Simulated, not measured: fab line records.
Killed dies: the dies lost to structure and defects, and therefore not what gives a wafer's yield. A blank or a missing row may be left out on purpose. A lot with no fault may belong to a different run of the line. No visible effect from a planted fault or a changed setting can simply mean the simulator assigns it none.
One fault through the eyes of 2 desks + flow sky130 + what lay behind the numbers comes last; until then each desk has only its own

== AT THE METROLOGY DESK ==
What the gauges read for every lot (on any tool): the sampled wafers with a number, averaged. If a lot's mean is further than 4 standard deviations from the usual mean, the lot is out of limits and carries the mark OUT (the distance appears in the brackets).
Columns: A = PWDE_OVL at SKY_PWDE_OVL_MEAS_07, usual 0.5 nm; B = VT_ADJUST_LVTN_OVL at SKY_VT_ADJUST_LVTN_OVL_MEAS_07, usual -0.4 nm; C = VT_ADJUST_HVTR_TW at SKY_VT_ADJUST_HVTR_TW_MEAS_11, usual 210.3; D = SONOS_ONO_CVD_02_THK at SKY_SONOS_ONO_THK_MEAS_03, usual 10.49 nm
| lot  | first seen here | A    | B    | C     | D                |
|------|-----------------|------|------|-------|------------------|
| L477 | day 3 22:07     | 2.6  | -1.2 | 209.6 | 10.28            |
| L478 | day 4 00:29     | 1.4  | -0.6 | 212.7 | 10.28            |
| L479 | day 4 08:11     | -0.6 | 0.2  | 212.0 | 10.53            |
| L486 | day 6 06:47     | 0.5  | 0.0  | 211.4 | 10.95            |
| L488 | day 6 21:47     | 0.7  | -0.4 | 212.3 | 11.61 (+8.6) OUT |
| L487 | day 6 22:07     | -1.1 | -0.9 | 208.7 | 11.15 (+5.1) OUT |
| L497 | day 8 14:31     | 2.9  | 0.3  | 209.1 | 10.44            |
| L498 | day 8 16:22     | 2.1  | -1.1 | 207.8 | 10.59            |
| L499 | day 8 22:40     | -0.7 | 0.2  | 208.9 | 10.68            |
| L500 | day 9 05:10     | 2.4  | 0.9  | 211.7 | 10.58            |
This desk finds L487, L488 out of limits, with the earliest case on L488 at day 15 20:03 (SONOS_ONO_CVD_02_THK at SKY_SONOS_ONO_THK_MEAS_03). In limits: L477, L478, L479, L486, L497, L498, L499, L500.

== THE TOOL OWNER'S DESK: lpcvd-02 ==
The tool's own readings at SKY_SONOS_ONO_CVD_02 (deposits Si3N4 from DCS/NH3, target thk 10.5 nm, time 180 s): means of the sampled wafers that have a number, for each lot that ran on this tool. If a lot's mean is further than 4 standard deviations from the usual mean, the lot is out of limits and carries the mark OUT (the distance appears in the brackets).
Columns: A = spike_tc_centre_C at SKY_SONOS_ONO_CVD_02, usual 771.8 C; B = zone_power_centre_pct at SKY_SONOS_ONO_CVD_02, usual 12.35 %; C = zone_power_lower_pct at SKY_SONOS_ONO_CVD_02, usual 11.83 %; D = zone_power_upper_pct at SKY_SONOS_ONO_CVD_02, usual 12.26 %
| lot  | first seen here | A               | B               | C                | D               |
|------|-----------------|-----------------|-----------------|------------------|-----------------|
| L477 | day 11 10:55    | 771.1           | 12.58           | 11.71            | 12.27           |
| L478 | day 11 14:58    | 772.7           | 12.59           | 11.70            | 12.25           |
| L479 | day 11 22:23    | 772.2           | 12.55           | 11.56            | 12.21           |
| L486 | day 14 23:17    | 784.3 (+13) OUT | 15.44 (+13) OUT | 10.21 (-7.7) OUT | 10.49 (-14) OUT |
| L487 | day 15 18:58    | 783.2 (+11) OUT | 15.55 (+14) OUT | 10.22 (-7.7) OUT | 10.62 (-13) OUT |
| L488 | day 15 18:58    | 783.6 (+12) OUT | 15.14 (+12) OUT | 10.48 (-6.4) OUT | 10.59 (-13) OUT |
| L497 | day 18 03:02    | 770.7           | 12.11           | 11.96            | 12.40           |
| L498 | day 18 07:57    | 771.3           | 12.49           | 11.65            | 12.28           |
| L499 | day 18 12:30    | 772.4           | 12.34           | 11.70            | 12.15           |
| L500 | day 19 04:22    | 771.9           | 12.01           | 12.08            | 12.44           |
This desk's verdict: out of limits on L486, L487, L488, starting with L486 at day 14 23:17 (spike_tc_centre_C at SKY_SONOS_ONO_CVD_02). In limits: L477, L478, L479, L497, L498, L499, L500.

== PUT TOGETHER ==
On L486, L487, L488, at day 14 23:17, an alarm was possible from the tool owner's desk.
Metrology desk: alarm possible at day 15 20:03 on L487, L488.
The metrology desk holds a record of L486, inside its limits.
On lpcvd-02, each named lot ran SKY_SONOS_ONO_CVD_02.

== WHAT THE SIMULATOR HAD INSERTED ==
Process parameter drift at SKY_SONOS_ONO_CVD_02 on lpcvd-02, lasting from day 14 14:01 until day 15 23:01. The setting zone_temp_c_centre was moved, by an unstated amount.
Shown lots that were struck: L486, L487, L488.
Time in hours from fault onset to the first out-of-limits reading at each desk: tool owner's desk 9, metrology desk 30.
